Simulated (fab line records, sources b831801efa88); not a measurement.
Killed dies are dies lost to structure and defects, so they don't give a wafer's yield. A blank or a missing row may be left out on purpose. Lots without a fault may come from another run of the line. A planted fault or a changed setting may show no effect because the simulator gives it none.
Split-lot experiment | flow sfq_line | 5 lots, 27 wafers read, on a route of 325 steps

THE SPLIT
At SFQ_TRILAYER_M3_DEP_SPUTTER_073 (material Nb, target thk 200 nm, time 133.3 s), the setting time_s was moved away from the recipe's 133.3 s on 9 of the 27 wafers read, by +29.1% to +40.4%. The other wafers ran this setting at the recipe's value.

FROM THE SPLIT TO THE READING: what the file shows between them, 3 steps
- SFQ_M3_RS_MEAS_919: measures by four-point-probe
- SFQ_TRILAYER_M3_LITHO_COAT_080: resist thk 61.1 nm
- SFQ_TRILAYER_M3_BARC_OPEN_METAL_ETCH_100: etches BARC in O2, target depth 125 nm, time 41.7 s

THE READING
oes_product_au, in a.u., at SFQ_TRILAYER_M3_ETCH_METAL_ETCH_078 (etches Nb in Cl2/Ar, stops on SiO2, target depth 240 nm, time 120 s). Fault-free wafers of this fab line usually give 0.891 a.u., standard deviation 0.0094 a.u..

wafer  | tool, chamber at the split | time_s as run, s | against the recipe | oes_product_au, a.u. | against lot-mates on the recipe
L074.1 | pvd_sputter-06, -          | 133.3            | recipe             | 0.890                | -
L074.2 | pvd_sputter-06, -          | 187.2            | +40.4%             | 1.010                | +0.119
L074.3 | pvd_sputter-06, -          | 133.3            | recipe             | 0.897                | -
L074.4 | pvd_sputter-06, -          | 187.2            | +40.4%             | 0.996                | +0.105
L074.5 | pvd_sputter-06, -          | 133.3            | recipe             | 0.885                | -
L074.6 | pvd_sputter-06, -          | 187.2            | +40.4%             | 1.025                | +0.134
L077.1 | pvd_sputter-03, -          | 133.3            | recipe             | 0.891                | -
L077.2 | pvd_sputter-03, -          | 172.1            | +29.1%             | 0.993                | +0.102
L077.3 | pvd_sputter-03, -          | 172.1            | +29.1%             | 0.985                | +0.094
L077.4 | pvd_sputter-03, -          | 133.3            | recipe             | 0.887                | -
L077.5 | pvd_sputter-03, -          | 133.3            | recipe             | 0.895                | -
L077.6 | pvd_sputter-03, -          | 172.1            | +29.1%             | 0.977                | +0.086
L078.1 | pvd_sputter-06, -          | 133.3            | recipe             | 0.890                | -
L078.2 | pvd_sputter-06, -          | 181.1            | +35.9%             | 0.986                | +0.093
L078.3 | pvd_sputter-06, -          | 133.3            | recipe             | 0.893                | -
L078.4 | pvd_sputter-06, -          | 181.1            | +35.9%             | 0.983                | +0.090
L078.5 | pvd_sputter-06, -          | 181.1            | +35.9%             | 0.987                | +0.094
L078.6 | pvd_sputter-06, -          | 133.3            | recipe             | 0.895                | -
L079.1 | pvd_sputter-06, -          | 133.3            | recipe             | 0.875                | -
L079.2 | pvd_sputter-06, -          | 133.3            | recipe             | 0.896                | -
L079.3 | pvd_sputter-06, -          | 133.3            | recipe             | 0.876                | -
L079.4 | pvd_sputter-06, -          | 133.3            | recipe             | 0.888                | -
L079.5 | pvd_sputter-06, -          | 133.3            | recipe             | 0.888                | -
L079.6 | pvd_sputter-06, -          | 133.3            | recipe             | 0.876                | -
L084.2 | pvd_sputter-06, -          | 133.3            | recipe             | 0.911                | -
L084.3 | pvd_sputter-06, -          | 133.3            | recipe             | 0.902                | -
L084.4 | pvd_sputter-06, -          | 133.3            | recipe             | 0.903                | -

THE FIT
A straight line over all 27 wafers: oes_product_au changes by +0.0029 a.u. for each +1% of time_s; r = +0.98; the points scatter about the line by 0.01 a.u..
The same after taking each lot's own level away (the mean of its wafers on the recipe; 27 wafers): +0.00289 a.u. for each +1%; r = +0.99; scatter 0.0084 a.u..
On that fit, the largest move of time_s shifts the reading by 0.12 a.u..
The lots' own levels span 0.8832 to 0.9053 a.u., that is 2.4 times the standard deviation above.
So the lot-to-lot level changes the slope little: the two slopes agree.
Check: with one of the wafers moved furthest among these (+40.4%) left out of the fit, the line predicts +0.116 a.u. for it against its lot-mates. It came out at +0.119 a.u. against them.

OTHER SPLITS ON THESE WAFERS
These wafers also went through other splits before the reading. Each is held against what the fit with the lots' levels taken away leaves over:
other split on the same wafers             | wafers away from the commonest value | r with oes_product_au (lot level and that fit taken away)
SFQ_TRILAYER_L0_ETCH_METAL_ETCH_008 time_s | 12                                   | +0.35
SFQ_TRILAYER_M0_ETCH_METAL_ETCH_024 time_s | 12                                   | -0.03
SFQ_TRILAYER_I0_DEP_PECVD_027 time_s       | 6                                    | +0.44
SFQ_TRILAYER_I1_DEP_PECVD_045 time_s       | 9                                    | -0.16
SFQ_TRILAYER_I2_DEP_PECVD_063 time_s       | 9                                    | +0.31

THE WHOLE CHAIN: every reading that the file lists as answering this split, in the file's order
step                                | what it does                                                        | reading                                                                                   | change (the file's fit)                  | r (the file's)
SFQ_TRILAYER_M3_DEP_SPUTTER_073     | material Nb, target thk 200 nm, time 133.3 s                        | Nb_of_TRILAYER_M3_DEP_SPUTTER_073.thk_nm (the simulator's own value, which no gauge read) | +1.99 nm for each +1% of the setting     | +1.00
SFQ_M3_RS_MEAS_919                  | measures by four-point-probe                                        | M3_NB_RS                                                                                  | -0.00666 for each +1% of the setting     | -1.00
SFQ_TRILAYER_M3_ETCH_METAL_ETCH_078 | etches Nb in Cl2/Ar, stops on SiO2, target depth 240 nm, time 120 s | oes_product_au                                                                            | +0.0029 a.u. for each +1% of the setting | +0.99

THE FILE'S OWN FIT
oes_product_au changes by +0.0029 a.u. for each +1% of time_s, r = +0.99.
